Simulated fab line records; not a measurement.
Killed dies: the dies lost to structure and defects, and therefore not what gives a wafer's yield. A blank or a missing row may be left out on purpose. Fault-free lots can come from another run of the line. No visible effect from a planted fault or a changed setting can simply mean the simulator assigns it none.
The tool behind it: which one?	flow sky130	36 wafers from 12 lots sampled at 4 of the route's 708 steps

== WHAT THE GAUGES SHOWED, per wafer ==
SKY_SD_N_RS_MEAS_18: measures by four-point-probe.
lot	measured	on	RES_XHIGH_RS (ohm/sq)
L449	day 29 08:43	film metro-02	332.5 332.3 334.3
L452	day 29 23:24	film metro-02	332.7 334.2 332.7
L451	day 30 02:20	film metro-01	333.2 333.3 334.0
L454	day 30 20:04	film metro-03	332.2 332.5 331.4
L455	day 31 05:09	film metro-02	334.2 333.5 333.2
L462	day 33 16:30	film metro-02	331.8 331.9 330.8
L463	day 33 23:13	film metro-01	333.4 333.1 333.8
L466	day 34 12:05	film metro-01	333.5 335.0 335.2
L467	day 34 23:16	film metro-02	334.2 334.4 334.0
L468	day 35 03:58	film metro-02	332.9 333.1 333.5
L470	day 35 23:18	film metro-03	330.9 330.6 330.6
L472	day 36 03:39	film metro-03	334.0 333.5 332.8

SKY_CONTACT_BOW_MEAS_05.
lot	measured	on	CONTACT_BOW (um)
L449	day 31 21:28	film metro-03	86 87 85
L452	day 32 11:22	film metro-02	85 80 78
L451	day 32 16:46	film metro-02	62 80 74
L454	day 33 06:53	film metro-03	93 83 94 - - -
L455	day 33 17:15	film metro-03	85 83 93 - - -
L462	day 36 01:57	film metro-04	97 75 90
L463	day 36 08:52	film metro-03	88 94 77
L466	day 36 21:22	film metro-03	94 85 82
L467	day 37 08:00	film metro-02	82 83 72
L468	day 37 12:55	film metro-02	81 80 78
L470	day 38 08:04	film metro-03	86 75 86
L472	day 38 11:58	film metro-04	75 90 87

== TOOL THAT RAN EACH LOT (tool first, then ch and the chambers of the sampled wafers, then the start) ==
lot	SKY_LI_CONTACT_SPUTTER_20	SKY_CONTACT_CMP_04
L449	pvd sputter-04, day 30 14:50	cmp-01 ch 1,2,3, day 31 21:09
L452	pvd sputter-01, day 31 04:50	cmp-02 ch 0,1,3, day 32 11:07
L451	pvd sputter-01, day 31 08:17	cmp-02 ch 0,1, day 32 16:25
L454	pvd sputter-02, day 32 01:05	cmp-02 ch 0,3, day 33 06:38
L455	pvd sputter-01, day 32 10:50	cmp-02 ch 1,2, day 33 16:55
L462	pvd sputter-01, day 34 20:59	cmp-01 ch 0,2,3, day 36 01:45
L463	pvd sputter-01, day 35 03:44	cmp-02 ch 1,2,3, day 36 08:34
L466	pvd sputter-04, day 35 16:11	cmp-02 ch 0,1, day 36 21:06
L467	pvd sputter-04, day 36 03:47	cmp-02 ch 0,2, day 37 07:42
L468	pvd sputter-04, day 36 07:30	cmp-02 ch 2,3, day 37 12:40
L470	pvd sputter-04, day 37 03:32	cmp-01 ch 0,1,2, day 38 07:46
L472	pvd sputter-02, day 37 07:06	cmp-02 ch 0,1,3, day 38 11:40
- SKY_LI_CONTACT_SPUTTER_20: material TiN, target thk 20 nm, time 80 s.
- SKY_CONTACT_CMP_04: polishes SiO2.

== WHAT THE TOOLS THEMSELVES READ (means of the sampled wafers that have a number; where no wafer has one, the mark that the record gives instead) ==
SKY_LI_CONTACT_SPUTTER_20.
lot	tool	throttle valve pct (%)
L449	pvd sputter-04	30.2
L452	pvd sputter-01	30.0
L451	pvd sputter-01	30.5
L454	pvd sputter-02	30.4
L455	pvd sputter-01	29.7
L462	pvd sputter-01	30.3
L463	pvd sputter-01	30.4
L466	pvd sputter-04	30.5
L467	pvd sputter-04	30.5
L468	pvd sputter-04	30.4
L470	pvd sputter-04	30.0
L472	pvd sputter-02	29.6

SKY_CONTACT_CMP_04.
lot	tool	head pressure psi (psi)	motor current A (A)	slurry flow ml min	time to endpoint s (s)
L449	cmp-01	4.000	11.9	150.2	86
L452	cmp-02	3.998	11.3	149.6	83
L451	cmp-02	4.007	10.9	149.6	81
L454	cmp-02	1.745	7.0	149.9	108
L455	cmp-02	1.746	6.8	149.8	109
L462	cmp-01	3.996	11.8	149.7	83
L463	cmp-02	3.994	10.9	150.3	86
L466	cmp-02	4.001	10.9	150.2	81
L467	cmp-02	4.010	10.8	150.5	81
L468	cmp-02	4.003	11.2	150.4	79
L470	cmp-01	3.997	11.6	149.8	85
L472	cmp-02	4.008	11.2	149.9	83

== THE ANSWER, worked out from the rows above alone ==
Rule: usual is defined by the lots themselves. The widest of any qualifying gaps counts: lots, ordered by their means at a reading, are off when they make up no more than a third of the lots, leave a main group of 4 or more, and stand apart from it by 3 or more times the standard deviation of that group's means. The tables above print the reading to a certain number of digits; a main group whose means all agree to those digits is not used. Also off: a lot with no number at a reading for which 4 or more lots have one. The other lots that the step has rows for count as sound. First the gauges in route order, then the tools' own readings, where a lot's mean is used as printed above. At the first step where some lot is off, the reading lying furthest off is the one used; lots without a number count as furthest.
Off at SKY_CONTACT_CMP_04 (head pressure psi): L454, L455. The main group: mean 4.001 psi, standard deviation 0.0052.
A tool fits if, at that step or a process step before it, it ran every lot that is off, and no sound lot after the first of them. Of those tried, none fits.

== WHAT HAD BEEN PUT IN BY THE SIMULATOR ==
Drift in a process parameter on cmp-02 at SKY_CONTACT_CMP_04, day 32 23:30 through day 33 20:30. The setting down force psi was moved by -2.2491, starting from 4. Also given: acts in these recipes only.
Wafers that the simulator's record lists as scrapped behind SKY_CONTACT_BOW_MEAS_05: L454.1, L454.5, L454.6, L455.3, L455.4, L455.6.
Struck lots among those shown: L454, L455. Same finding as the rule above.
